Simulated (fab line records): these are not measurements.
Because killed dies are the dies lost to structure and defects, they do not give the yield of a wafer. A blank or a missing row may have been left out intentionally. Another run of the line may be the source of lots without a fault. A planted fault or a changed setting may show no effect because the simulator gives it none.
fab line records	flow sky130
[record] lots = 7	wafers = 21	last-day = 49
route steps=708 shown LDD_HVP@286 LDD_LDN@289 PAD_OPEN@708
lots that met no fault: from a run of the same line without faults
start-h: the number of hours between the record's first day and the start of the first shown wafer of the lot	wait-h: hours from the lot's prior step to this one	" unchanged from the row above	L1.1+2: a row that stands for several wafers	- no value, or no start given	* or withheld: withheld	< > ~ a bound
route shown NAME@n: names a module that has steps shown in the file, with the first one's number in the route	usual: mean and standard deviation over wafers with no fault	same: alike in all rows	chamber/n: place in a boat	sites: each site's reading	_std_site: standard deviation of those values	_edge_site: the outer-site mean with the inner-site mean subtracted	radius-mm: how far each site lies from the wafer's centre	mask NAME#n: copy n	behind: tool/chamber where the wafer was last shaped	hold: cause of the lot's hold/its duration in hours/its outcome	device: whichever transistor did not switch (one of n, p or np)	end of line: the tests these same wafers got at the end of their route	where a step has no rows: the recipe by itself	killed: not the wafer's yield, but the dies lost to structure and defects at the first sort	map: shows each die of a wafer: x if killed, . if not, _ if none is there
set.NAME: the setting that was run; set.NAME@STEP: the one run at that earlier step	model.NAME: the simulator's own value behind a step, which no gauge read
lots seen at some steps along the route; tables by step, rows by wafer
services: when a tool's chamber went out of use (start-h, in hours from the record's first day, below 0 if earlier), for how many hours, and the reason
[[steps]]
[step SKY_LDD_HVP_IMPLANT_08]
[recipe] species = B	energy-kev = 20	dose-cm2 = 1.7e+13	tilt-deg = 17.9
[step SKY_LDD_HVP_STRIP_09]
[recipe] chemistry = O2/N2	power-w = 1400	pressure-mtorr = 1500	platen-temp-c = withheld	o2-flow-sccm = 3000	n2-flow-sccm = 300	overash-fraction = 0.5
[usual] drypump-motor-current-A = 5.8/0.55	oes-product-au = 0.408/0.0047	strip-time-to-endpoint-s = 4.136/0.013
lot.wafer	tool	chamber	start-h	wait-h	drypump-motor-current-A	oes-product-au	rf-hours-counter-h	strip-time-to-endpoint-s
L740.1	plasma-asher-01	1	574.67	0.1	5.6	0.420	45	4.127
L740.2	"	0	"	"	5.1	0.414	45	4.134
L740.5	"	0	"	"	5.1	0.404	-	4.131
L742.3	plasma-asher-01	1	586.45	0.1	5.6	0.409	-	4.135
L742.4	"	0	"	"	5.2	0.408	-	4.125
L742.5	"	0	"	"	5.1	0.409	-	4.139
L743.3	plasma-asher-02	0	598.95	0.1	5.4	0.406	-	4.140
L743.4	"	1	"	"	5.9	0.419	-	4.134
L743.5	"	1	"	"	5.9	0.411	-	4.134
L747.2	plasma-asher-01	1	636.62	0.1	5.6	0.402	52	4.135
L747.3	"	0	"	"	5.1	0.400	-	4.151
L747.6	"	0	"	"	5.1	0.410	-	4.138
L748.2	plasma-asher-02	0	646.19	0.1	5.4	0.399	20	4.115
L748.5	"	0	"	"	5.5	0.401	-	4.134
L748.6	"	1	"	"	5.9	0.414	-	4.130
L749.2	plasma-asher-03	1	648.99	0.1	6.8	0.407	83	4.114
L749.3	"	1	"	"	6.8	0.409	-	4.144
L749.4	"	0	"	"	5.9	0.416	-	4.146
L750.1	plasma-asher-02	1	656.12	0.1	5.9	0.408	21	4.131
L750.2	"	0	"	"	5.4	0.404	21	4.147
L750.6	"	1	"	"	5.9	0.408	-	4.133
[step SKY_LDD_HVP_TW_MEAS_10]
[usual] LDD_HVP_TW = 458/5.6
lot.wafer	tool	chamber	start-h	wait-h	LDD_HVP_TW
L740.1	film-metro-02	-	574.77	0.1	457
L740.2	"	-	"	"	460
L740.5	"	-	"	"	460
L742.3	film-metro-02	-	586.54	0.1	461
L742.4	"	-	"	"	462
L742.5	"	-	"	"	462
L743.3	film-metro-01	-	599.04	0.1	448
L743.4	"	-	"	"	450
L743.5	"	-	"	"	449
L747.2	film-metro-01	-	636.76	0.1	454
L747.3	"	-	"	"	454
L747.6	"	-	"	"	456
L748.2	film-metro-01	-	646.30	0.1	453
L748.5	"	-	"	"	452
L748.6	"	-	"	"	452
L749.2	film-metro-01	-	649.10	0.1	451
L749.3	"	-	"	"	451
L749.4	"	-	"	"	452
L750.1	film-metro-04	-	656.22	0.1	464
L750.2	"	-	"	"	464
L750.6	"	-	"	"	464
[step SKY_LDD_LDN_DEHYDRATE_00]
[recipe] temp-c = 200	time-s = 60
[step SKY_LDD_LDN_HMDS_01]
[recipe] prime-time-s = 60	prime-temp-c = 120
[step SKY_LDD_LDN_COAT_02]
[recipe] resist = NOVOLAK	spin-rpm = 3000	resist-thk-nm = 1140
[step SKY_LDD_LDN_SOFTBAKE_03]
[recipe] temp-c = 90	time-s = 60	resist = NOVOLAK
[step SKY_LDD_LDN_EXPOSE_04]
[recipe] mask-id = LDNTM	na = 0.6	source-shape = conventional	sigma-outer = 0.6	polarization = unpolarized	target-cd-nm = 700	dose-mj = 140
[step SKY_LDD_LDN_PEB_05]
[recipe] temp-c = withheld	time-s = *	resist = NOVOLAK
[step SKY_LDD_LDN_DEVELOP_06]
[recipe] resist = NOVOLAK	developer = TMAH	develop-time-s = 60	dev-temp-c = 23
[step SKY_LDD_LDN_OVL_MEAS_07]
[usual] LDD_LDN_OVL = 0.8/1.3
lot.wafer	tool	chamber	start-h	wait-h	LDD_LDN_OVL[nm]
L740.1	overlay-02	-	603.93	0.1	-0.3
L740.2	"	-	"	"	0.7
L740.5	"	-	"	"	-0.3
L742.3	overlay-01	-	615.63	0.1	1.5
L742.4	"	-	"	"	1.4
L742.5	"	-	"	"	3.1
L743.3	overlay-01	-	628.54	0.1	0.8
L743.4	"	-	"	"	1.3
L743.5	"	-	"	"	1.0
L747.2	overlay-01	-	666.04	0.1	0.3
L747.3	"	-	"	"	0.0
L747.6	"	-	"	"	1.5
L748.2	overlay-01	-	674.69	0.1	-0.5
L748.5	"	-	"	"	0.3
L748.6	"	-	"	"	-2.1
L749.2	overlay-02	-	677.39	0.1	2.1
L749.3	"	-	"	"	0.3
L749.4	"	-	"	"	1.2
L750.1	overlay-01	-	684.73	0.1	1.5
L750.2	"	-	"	"	-0.2
L750.6	"	-	"	"	1.8
[step SKY_LDD_LDN_IMPLANT_08]
[recipe] species = As	energy-kev = 15	dose-cm2 = 1.25e+13	tilt-deg = withheld	rotation-deg = 23
[step SKY_LDD_LDN_IMPLANT_09]
[recipe] species = As	energy-kev = 15	dose-cm2 = 1.25e+13	tilt-deg = withheld	rotation-deg = 113
[usual] implant-ion-amu = 75/0
lot.wafer	tool	chamber	start-h	wait-h	implant-ion-amu	model.implant.rp-nm	model.implant.drp-nm
L740.1	implanter-01	0	604.12	0.1	75	12.46	5.933
L740.2	"	0	"	"	75	12.46	5.933
L740.5	"	0	"	"	75	12.46	5.933
L742.3	implanter-04	0	615.86	0.1	75	12.7	5.933
L742.4	"	0	"	"	75	12.7	5.933
L742.5	"	0	"	"	75	12.7	5.933
L743.3	implanter-01	0	628.77	0.1	75	12.47	5.933
L743.4	"	0	"	"	75	12.47	5.933
L743.5	"	0	"	"	75	12.47	5.933
L747.2	implanter-03	0	666.25	0.1	75	12.89	5.933
L747.3	"	0	"	"	75	12.89	5.933
L747.6	"	0	"	"	75	12.89	5.933
L748.2	implanter-03	0	674.90	0.1	31	23.38	10.9
L748.5	"	0	"	"	31	23.38	10.9
L748.6	"	0	"	"	31	23.38	10.9
L749.2	implanter-03	0	677.60	0.1	31	23.44	10.9
L749.3	"	0	"	"	31	23.44	10.9
L749.4	"	0	"	"	31	23.44	10.9
L750.1	implanter-04	0	684.92	0.1	31	23.1	10.9
L750.2	"	0	"	"	31	23.1	10.9
L750.6	"	0	"	"	31	23.1	10.9
[step SKY_LDD_LDN_IMPLANT_10]
[recipe] species = As	energy-kev = 15	dose-cm2 = 1.25e+13	tilt-deg = withheld	rotation-deg = 203
[step SKY_LDD_LDN_IMPLANT_11]
[recipe] species = As	energy-kev = 15	dose-cm2 = 1.25e+13	tilt-deg = withheld	rotation-deg = 293
[step SKY_LDD_LDN_STRIP_12]
[recipe] chemistry = O2/N2	power-w = 1400	pressure-mtorr = 1500	platen-temp-c = withheld	o2-flow-sccm = 3000	n2-flow-sccm = 300	overash-fraction = 0.5
[usual] drypump-motor-current-A = 6.2/0.51	oes-product-au = 0.715/0.0038	strip-time-to-endpoint-s = 14.18/0.046
lot.wafer	tool	chamber	start-h	wait-h	drypump-motor-current-A	oes-product-au	rf-hours-counter-h	strip-time-to-endpoint-s
L740.1	plasma-asher-03	0	604.57	0.1	5.9	0.714	78	14.14
L740.2	"	1	"	"	6.8	0.722	78	14.11
L740.5	"	1	"	"	6.8	0.716	-	14.09
L742.3	plasma-asher-04	0	616.29	0.1	6.5	0.717	-	14.21
L742.4	"	1	"	"	6.3	0.718	-	14.25
L742.5	"	0	"	"	6.5	0.714	-	14.21
L743.3	plasma-asher-03	1	629.20	0.1	6.8	0.718	-	14.21
L743.4	"	0	"	"	5.9	0.712	-	14.23
L743.5	"	1	"	"	6.8	0.717	-	14.19
L747.2	plasma-asher-01	0	666.67	0.1	5.1	0.715	55	14.17
L747.3	"	1	"	"	5.6	0.712	-	14.15
L747.6	"	1	"	"	5.6	0.713	-	14.17
L748.2	plasma-asher-03	0	675.32	0.1	5.9	0.718	85	14.24
L748.5	"	1	"	"	6.8	0.712	-	14.25
L748.6	"	0	"	"	5.9	0.715	-	14.20
L749.2	plasma-asher-01	0	678.02	0.1	5.1	0.718	56	14.17
L749.3	"	1	"	"	5.6	0.716	-	14.09
L749.4	"	0	"	"	5.2	0.713	-	14.13
L750.1	plasma-asher-04	1	685.37	0.1	6.3	0.714	99	14.19
L750.2	"	0	"	"	6.5	0.714	99	14.15
L750.6	"	1	"	"	6.3	0.716	-	14.16
[step SKY_LDD_LDN_TW_MEAS_13]
[usual] LDD_LDN_TW = 1478/23
lot.wafer	tool	chamber	start-h	wait-h	LDD_LDN_TW
L740.1	film-metro-04	-	604.67	0.1	1499
L740.2	"	-	"	"	1500
L740.5	"	-	"	"	1501
L742.3	film-metro-02	-	616.38	0.1	1499
L742.4	"	-	"	"	1501
L742.5	"	-	"	"	1492
L743.3	film-metro-03	-	629.29	0.1	1462
L743.4	"	-	"	"	1445
L743.5	"	-	"	"	1445
L747.2	film-metro-02	-	666.78	0.1	1496
L747.3	"	-	"	"	1500
L747.6	"	-	"	"	1495
L748.2	film-metro-03	-	675.43	0.1	1382
L748.5	"	-	"	"	1386
L748.6	"	-	"	"	1384
L749.2	film-metro-02	-	678.13	0.1	1435
L749.3	"	-	"	"	1439
L749.4	"	-	"	"	1440
L750.1	film-metro-03	-	685.47	0.1	1384
L750.2	"	-	"	"	1384
L750.6	"	-	"	"	1387
[step SKY_LDD_LDN_CLEAN_14]
[recipe] chemistry = SC1/SC2	mix = 1:4:20	temp-c = 70	time-s = 150	dry = n2-spin
[step SKY_PAD_OPEN_PROBE_99]
[usual] killed_at_M0_to_M3 = 43/6.4	killed_at_M4_up = 3.2/1.8	killed-at-contacts = 25/5.5	killed-at-front-end = 16/5.2	killed-at-other = 0.3/0.49	killed-dies = 88/10	killed-open = 48/7	killed-short = 40/7.1
[same] gross-dies = 492	killed-at-back-side = 0
lot.wafer	tool	chamber	start-h	wait-h	killed_at_M0_to_M3	killed_at_M4_up	killed-at-contacts	killed-at-front-end	killed-at-other	killed-dies	killed-open	killed-short	model.etest.tip-sonos.rs-ohm-sq	model.etest.sonos-uncharged.r-on-ohm-um	model.etest.sonos-programmed.off-log10-a-um	model.etest.sonos-programmed.vt-v	model.etest.sonos-baked.vt-v	model.etest.sonos-uncharged.vt-v	model.etest.sonos-erased.vt-v
L740.1	prober-01	-	1134.87	0.1	43	1	19	21	0	84	53	31	2609	807.4	-13.88	1.472	0.9454	-0.4414	-2.277
L740.2	prober-01	-	1134.92	0.1	43	7	21	20	0	91	50	41	2522	812.4	-14.07	1.482	0.9307	-0.4199	-2.331
L740.5	prober-01	-	1135.07	0.2	40	6	28	13	0	87	50	37	2554	807.6	-14.15	1.467	0.9253	-0.4214	-2.303
L742.3	prober-01	-	1140.27	0.2	41	4	15	12	0	72	40	32	2656	819.4	-13.88	1.353	0.9084	-0.4288	-2.247
L742.4	prober-01	-	1140.32	0.2	52	4	26	16	0	98	58	40	2730	824	-14.04	1.452	0.9191	-0.4525	-2.25
L742.5	prober-01	-	1140.37	0.2	52	5	28	13	0	98	64	34	2714	833.3	-13.99	1.403	0.9348	-0.4058	-2.235
L743.3	prober-02	-	1150.25	0.2	49	5	27	17	1	99	59	40	2799	805.2	-14.07	1.432	0.9362	-0.4571	-2.243
L743.4	prober-02	-	1150.30	0.2	42	2	18	19	0	81	40	41	2755	802.4	-14.08	1.471	0.9797	-0.4125	-2.26
L743.5	prober-02	-	1150.35	0.2	51	8	22	21	0	102	53	49	2740	803.4	-13.97	1.478	0.9678	-0.4524	-2.271
L747.2	prober-01	-	1174.40	0.1	44	1	30	10	0	85	54	31	2534	805	-14.12	1.462	0.9455	-0.476	-2.272
L747.3	prober-01	-	1174.45	0.2	34	7	19	15	1	76	41	35	2511	803.8	-13.95	1.473	0.9647	-0.4225	-2.35
L747.6	prober-01	-	1174.60	0.2	36	4	36	14	0	90	38	52	2565	801.2	-14.04	1.399	0.9726	-0.4535	-2.223
L748.2	prober-02	-	1178.90	0.1	40	3	17	18	2	80	44	36	1877	760.5	-11.97	1.252	0.7696	-0.6063	-2.36
L748.5	prober-02	-	1179.05	0.2	32	2	28	8	1	71	37	34	1870	773.5	-11.68	1.223	0.7731	-0.5599	-2.305
L748.6	prober-02	-	1179.10	0.2	36	2	21	6	1	66	38	28	1873	780.3	-11.87	1.201	0.7523	-0.5609	-2.355
L749.2	prober-01	-	1181.88	0.1	39	4	32	13	0	88	54	34	1890	742.1	-12.26	1.455	0.9549	-0.5808	-2.505
L749.3	prober-01	-	1181.93	0.2	37	3	19	12	0	71	37	34	1880	749.5	-11.72	1.401	0.877	-0.5649	-2.47
L749.4	prober-01	-	1181.98	0.2	43	2	34	14	0	93	53	40	1903	738	-12.12	1.445	0.9303	-0.6008	-2.49
L750.1	prober-02	-	1185.57	0.1	61	1	28	20	0	110	65	45	1918	776.6	-11.83	1.255	0.7757	-0.5334	-2.314
L750.2	prober-02	-	1185.62	0.1	40	3	26	12	1	82	47	35	1927	767.5	-11.49	1.198	0.7403	-0.5653	-2.296
L750.6	prober-02	-	1185.82	0.2	34	4	27	19	0	84	43	41	1921	765.4	-11.52	1.254	0.7967	-0.5509	-2.302
// killed by level:class
L740.1 VIA2:geometric-particle:open=8 VIA3:geometric-particle:open=8 FIELD_ISO:geometric-particle:open=7 LI_CONTACT:geometric-particle:open=7 POLY_GATE:geometric-particle:open=6 CONTACT:geometric-particle:open=6 FIELD_ISO:geometric-particle:short=5 VIA1:geometric-particle:open=5
L740.2 VIA1:geometric-particle:open=13 CONTACT:geometric-particle:open=7 FIELD_ISO:geometric-particle:short=7 METAL2:geometric-particle:short=7 FIELD_ISO:geometric-particle:open=6 VIA2:geometric-particle:open=5 LI_CONTACT:geometric-particle:open=5 METAL1:geometric-particle:short=5
L740.5 CONTACT:geometric-particle:open=14 VIA1:geometric-particle:open=8 METAL2:geometric-particle:short=7 LI_CONTACT:geometric-particle:open=6 FIELD_ISO:geometric-particle:open=5 METAL4:geometric-particle:short=5 CONTACT:geometric-particle:short=5 VIA1:geometric-particle:short=5
L742.3 CONTACT:geometric-particle:open=8 VIA1:geometric-particle:open=8 VIA3:geometric-particle:open=7 VIA1:geometric-particle:short=7 METAL2:geometric-particle:short=6 METAL1:geometric-particle:short=5 LI_CONTACT:geometric-particle:open=4 FIELD_ISO:geometric-particle:short=3
L742.4 VIA1:geometric-particle:open=15 LI_CONTACT:geometric-particle:open=11 METAL2:geometric-particle:short=9 VIA3:geometric-particle:open=7 POLY_GATE:geometric-particle:open=6 CONTACT:geometric-particle:open=6 VIA1:geometric-particle:short=5 VIA3:geometric-particle:short=4
L742.5 CONTACT:geometric-particle:open=13 VIA1:geometric-particle:open=11 VIA2:geometric-particle:open=9 LI_CONTACT:geometric-particle:open=8 METAL1:geometric-particle:short=7 METAL2:geometric-particle:short=6 POLY_GATE:geometric-particle:open=5 VIA3:geometric-particle:open=5
L743.3 VIA1:geometric-particle:open=15 CONTACT:geometric-particle:open=10 LI_CONTACT:geometric-particle:open=9 VIA2:geometric-particle:open=9 FIELD_ISO:geometric-particle:short=6 VIA3:geometric-particle:open=6 METAL2:geometric-particle:short=5 METAL4:geometric-particle:short=5
L743.4 FIELD_ISO:geometric-particle:short=8 VIA1:geometric-particle:open=8 VIA3:geometric-particle:open=7 CONTACT:geometric-particle:short=6 VIA1:geometric-particle:short=6 FIELD_ISO:geometric-particle:open=5 VIA2:geometric-particle:open=5 METAL3:geometric-particle:short=5
L743.5 VIA1:geometric-particle:open=12 VIA2:geometric-particle:open=10 VIA1:geometric-particle:short=8 FIELD_ISO:geometric-particle:open=6 CONTACT:geometric-particle:open=5 CONTACT:geometric-particle:short=5 LI_CONTACT:geometric-particle:open=5 LOCAL_INTERCONNECT:geometric-particle:short=5
L747.2 CONTACT:geometric-particle:open=13 LI_CONTACT:geometric-particle:open=9 VIA3:geometric-particle:open=9 VIA1:geometric-particle:short=7 VIA1:geometric-particle:open=7 VIA2:geometric-particle:open=6 METAL1:geometric-particle:short=4 VIA2:geometric-particle:short=4
L747.3 LI_CONTACT:geometric-particle:open=9 FIELD_ISO:geometric-particle:open=7 FIELD_ISO:geometric-particle:short=6 VIA2:geometric-particle:open=5 METAL1:geometric-particle:short=5 METAL3:geometric-particle:short=5 VIA1:geometric-particle:open=4 VIA3:geometric-particle:open=4
L747.6 CONTACT:geometric-particle:open=12 LI_CONTACT:geometric-particle:open=8 POLY_GATE:geometric-particle:short=7 METAL1:geometric-particle:short=7 CONTACT:geometric-particle:short=7 VIA1:geometric-particle:open=6 METAL2:geometric-particle:short=6 LOCAL_INTERCONNECT:geometric-particle:short=5
L748.2 VIA1:geometric-particle:open=11 FIELD_ISO:geometric-particle:short=6 VIA2:geometric-particle:open=6 CONTACT:geometric-particle:open=5 CONTACT:geometric-particle:short=5 VIA2:geometric-particle:short=5 FIELD_ISO:geometric-particle:open=4 LI_CONTACT:geometric-particle:open=4
L748.5 CONTACT:geometric-particle:open=12 LI_CONTACT:geometric-particle:open=7 METAL2:geometric-particle:short=6 VIA3:geometric-particle:open=5 CONTACT:geometric-particle:short=4 METAL1:geometric-particle:short=4 VIA1:geometric-particle:open=4 METAL3:geometric-particle:short=4
L748.6 CONTACT:geometric-particle:open=12 VIA3:geometric-particle:open=8 VIA1:geometric-particle:open=7 CONTACT:geometric-particle:short=5 METAL3:geometric-particle:short=5 VIA2:geometric-particle:short=5 METAL1:geometric-particle:short=4 LI_CONTACT:geometric-particle:open=3
L749.2 CONTACT:geometric-particle:open=14 VIA1:geometric-particle:open=11 CONTACT:geometric-particle:short=7 VIA2:geometric-particle:open=7 LI_CONTACT:geometric-particle:open=6 FIELD_ISO:geometric-particle:open=5 METAL2:geometric-particle:short=5 METAL1:geometric-particle:short=4
L749.3 VIA1:geometric-particle:open=11 CONTACT:geometric-particle:short=9 METAL1:geometric-particle:short=5 CONTACT:geometric-particle:open=5 SPACER:geometric-particle:open=4 VIA1:geometric-particle:short=4 VIA3:geometric-particle:open=4 FIELD_ISO:geometric-particle:short=3
L749.4 CONTACT:geometric-particle:open=16 LI_CONTACT:geometric-particle:open=7 VIA1:geometric-particle:open=7 CONTACT:geometric-particle:short=6 METAL1:geometric-particle:short=6 METAL2:geometric-particle:short=6 POLY_GATE:geometric-particle:short=5 VIA1:geometric-particle:short=4
L750.1 VIA2:geometric-particle:open=19 METAL1:geometric-particle:short=11 LOCAL_INTERCONNECT:geometric-particle:short=7 VIA3:geometric-particle:open=7 FIELD_ISO:geometric-particle:open=6 LI_CONTACT:geometric-particle:open=6 VIA1:geometric-particle:open=6 VIA1:geometric-particle:short=5
L750.2 CONTACT:geometric-particle:open=11 VIA3:geometric-particle:open=9 CONTACT:geometric-particle:short=7 VIA2:geometric-particle:open=7 VIA1:geometric-particle:open=5 LI_CONTACT:geometric-particle:open=5 METAL3:geometric-particle:short=5 FIELD_ISO:geometric-particle:open=4
L750.6 CONTACT:geometric-particle:open=11 LI_CONTACT:geometric-particle:open=7 VIA2:geometric-particle:open=7 POLY_GATE:geometric-particle:short=5 CONTACT:geometric-particle:short=5 VIA1:geometric-particle:open=5 FIELD_ISO:geometric-particle:short=4 VIA3:geometric-particle:short=4
[[services]]
tool	chamber	start-h	hours	kind
implanter-04	-	559.85	2.7	repair
plasma-asher-03	-	569.74	1.7	repair
plasma-asher-04	-	624.04	1.3	repair
plasma-asher-03	-	632.61	3.4	repair
implanter-04	-	641.97	1.2	repair
implanter-03	-	645.58	4.7	repair
plasma-asher-04	-	650.11	0.3	repair
plasma-asher-01	-	657.93	1.7	repair
implanter-03	-	658.72	1.6	repair
implanter-04	-	673.62	3.3	pm
plasma-asher-04	-	679.44	2.8	pm
[[key]]
[first-sign] step = SKY_LDD_LDN_IMPLANT_09	reading = implant-ion-amu	direction = down	sigmas = 99+	usual = 75	struck = 31
[effect] step = SKY_LDD_LDN_TW_MEAS_13	reading = LDD_LDN_TW	direction = down	sigmas = 3.2	usual = 1478	struck = 1402
[model-effect] step = SKY_LDD_LDN_IMPLANT_09	value = implant.rp-nm	without = 13.1	struck = 23.31
[model-effect] step = SKY_PAD_OPEN_PROBE_99	value = etest.tip-sonos.rs-ohm-sq	without = 2628	struck = 1895
met-at SKY_LDD_LDN_IMPLANT_09
struck-wafers L748.2,L748.5,L748.6,L749.2,L749.3,L749.4,L750.1,L750.2,L750.6
tester-left-out L748,L749,L750
onset-between 666.25 674.90
[fault] kind = wrong-recipe-download	tool = implanter-01,implanter-03,implanter-04	chamber = -	onset-h = 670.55	steps = SKY_LDD_LDN_IMPLANT_09	wrong-recipe.not-listed = 1
// tester-left-out: of these lots the tester's yield and bins aren't shown, on N5 and GAA mostly nor the transistor test; their killed dies are dies lost to structure and defects alone, not to doping, threshold or leakage, so they don't give the yield
